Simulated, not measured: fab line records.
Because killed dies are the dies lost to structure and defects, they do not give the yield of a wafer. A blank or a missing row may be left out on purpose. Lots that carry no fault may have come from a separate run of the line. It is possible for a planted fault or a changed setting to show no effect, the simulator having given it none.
The tool behind it: which one?    flow sky130    at 1 step of a route of 708, 7 lots with 21 wafers sampled

WHAT EACH GAUGE READ, for each wafer
SKY_VT_ADJUST_HVTR_TW_MEAS_11.
lot   measured      on             VT_ADJUST_HVTR_TW
L491  day 10 02:49  film_metro-03  210.0 210.0 210.2
L495  day 11 13:44  film_metro-02  212.3 212.6 212.2
L497  day 11 22:17  film_metro-03  210.1 209.5 208.5
L501  day 13 10:48  film_metro-03  210.1 209.8 208.3
L504  day 14 03:16  film_metro-01  213.5 213.8 214.2
L509  day 15 11:32  film_metro-01  214.5 213.2 216.1
L512  day 16 11:38  film_metro-02  211.3 211.7 209.9

WHICH TOOL RAN EACH LOT (tool, then ch and the chambers of the sampled wafers, then the start)
The record holds no process step before these readings.

THE ANSWER, worked out from the rows above alone
Rule: the usual values come from the lots themselves. The widest of any qualifying gaps counts: lots, ordered by their means at a reading, are off when they make up no more than a third of the lots, leave a main group of 4 or more, and stand apart from it by 3 or more times the standard deviation of that group's means. The tables above print the reading to a certain number of digits; a main group whose means all agree to those digits is not used. A lot without any number at a reading at which 4 lots or more have one is off too. Any other lot the step has rows for is counted as sound.
Across all readings shown, no lot is off: no conclusion can be drawn from this.

WHAT WAS PUT IN BY THE SIMULATOR
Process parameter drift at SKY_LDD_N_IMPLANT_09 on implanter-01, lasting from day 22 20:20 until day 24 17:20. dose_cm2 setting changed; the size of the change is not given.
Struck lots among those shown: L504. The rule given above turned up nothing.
